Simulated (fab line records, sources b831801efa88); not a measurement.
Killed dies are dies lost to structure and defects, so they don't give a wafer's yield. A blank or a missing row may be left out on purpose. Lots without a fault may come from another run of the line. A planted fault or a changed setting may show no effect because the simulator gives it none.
Chamber matching | flow sky130 | SKY_VIA2_CMP_24 on cmp-01: 4 sister chambers
The step polishes, stops on SiO2, t overpolish 20 s, target thk 0 nm. 30 wafers are shown with their chamber, then 12 later ones without.

WAFERS WITH THEIR CHAMBER
wafer  | chamber | motor_current_A (A) | time_to_endpoint_s (s) | overpolish_run_s (s)
L075.4 | 3       | 10.1                | 102                    | 19.994
L075.5 | 3       | 10.4                | 99                     | 20.009
L075.6 | 0       | 13.5                | 97                     | 20.002
L076.3 | 3       | 10.5                | 111                    | 19.997
L076.5 | 0       | 14.0                | 101                    | 20.008
L076.6 | 3       | 10.0                | 113                    | 20.002
L081.1 | 3       | 10.4                | 105                    | 20.001
L081.3 | 1       | 10.9                | 110                    | 20.013
L081.4 | 2       | 11.3                | 106                    | 19.992
L082.3 | 2       | 11.6                | 100                    | 20.033
L082.5 | 0       | 13.4                | 97                     | 20.003
L082.6 | 1       | 10.7                | 103                    | 19.999
L083.2 | 0       | 14.2                | 96                     | 20.005
L083.3 | 3       | 10.1                | 101                    | 19.990
L083.4 | 2       | 11.4                | 103                    | 20.019
L085.2 | 3       | 11.2                | 109                    | 20.018
L085.3 | 0       | 13.5                | 104                    | 20.019
L085.4 | 1       | 11.0                | 110                    | 20.001
L084.2 | 3       | 10.1                | 111                    | 20.002
L084.4 | 2       | 11.3                | 111                    | 20.004
L084.5 | 1       | 10.6                | 111                    | 20.004
L086.2 | 0       | 14.1                | 100                    | 20.001
L086.4 | 1       | 10.8                | 107                    | 19.994
L086.5 | 1       | 10.4                | 110                    | 20.005
L087.1 | 3       | 9.7                 | 111                    | 20.002
L087.3 | 0       | 13.5                | 98                     | 19.985
L087.5 | 0       | 13.9                | 101                    | 20.007
L089.1 | 2       | 11.3                | 106                    | 20.002
L089.2 | 3       | 10.2                | 107                    | 19.992
L089.4 | 1       | 11.1                | 109                    | 19.983

SIGNATURES (means of the wafers above)
reading            | chamber 0 | chamber 1 | chamber 2 | chamber 3 | scatter within a chamber
motor_current_A    | 13.762    | 10.786    | 11.380    | 10.270    | 0.315
time_to_endpoint_s | 99.25     | 108.57    | 105.20    | 106.90    | 3.83
overpolish_run_s   | 20.00375  | 19.99986  | 20.01000  | 20.00070  | 0.0104
Rule: a wafer's distance from a chamber is the root of the sum, over the readings, of the square of ((its reading less the chamber's mean) divided by the reading's scatter). The wafer belongs to the nearest chamber; if the next one is less than 2 further off, it can't be placed. The scatter: the root of (the sum of the squares of (reading less its chamber's mean) over the shown wafers, divided by (wafers less chambers)).

WAFERS WITHOUT THEIR CHAMBER
wafer  | motor_current_A (A) | time_to_endpoint_s (s) | overpolish_run_s (s)
L090.2 | 13.9                | 98                     | 20.006
L090.3 | 10.4                | 100                    | 20.004
L090.6 | 11.0                | 102                    | 19.997
L091.1 | 10.9                | 103                    | 19.996
L091.4 | 14.2                | 96                     | 20.003
L091.5 | 11.6                | 99                     | 19.990
L093.1 | 11.6                | 108                    | 20.017
L093.2 | 10.5                | 111                    | 20.002
L093.5 | 10.2                | 108                    | 19.995
L094.1 | 10.8                | 109                    | 19.994
L094.5 | 11.3                | 105                    | 19.990
L094.6 | 10.8                | 112                    | 19.993

WHICH CHAMBER EACH WENT THROUGH
wafer  | from the rows above          | in truth
L090.2 | 0                            | 0
L090.3 | can't be placed: 3 or 1 or 2 | 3
L090.6 | can't be placed: 1 or 2 or 3 | 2
L091.1 | can't be placed: 1 or 2 or 3 | 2
L091.4 | 0                            | 0
L091.5 | can't be placed: 2 or 1      | 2
L093.1 | can't be placed: 2 or 1      | 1
L093.2 | can't be placed: 1 or 3      | 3
L093.5 | can't be placed: 3 or 1      | 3
L094.1 | can't be placed: 1 or 3      | 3
L094.5 | can't be placed: 2 or 1 or 3 | 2
L094.6 | can't be placed: 1 or 3 or 2 | 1
Placed correctly: 2 of 12. Can't be placed from these rows: 10 (the true chamber is among the candidates in 10). Placed wrongly: 0.
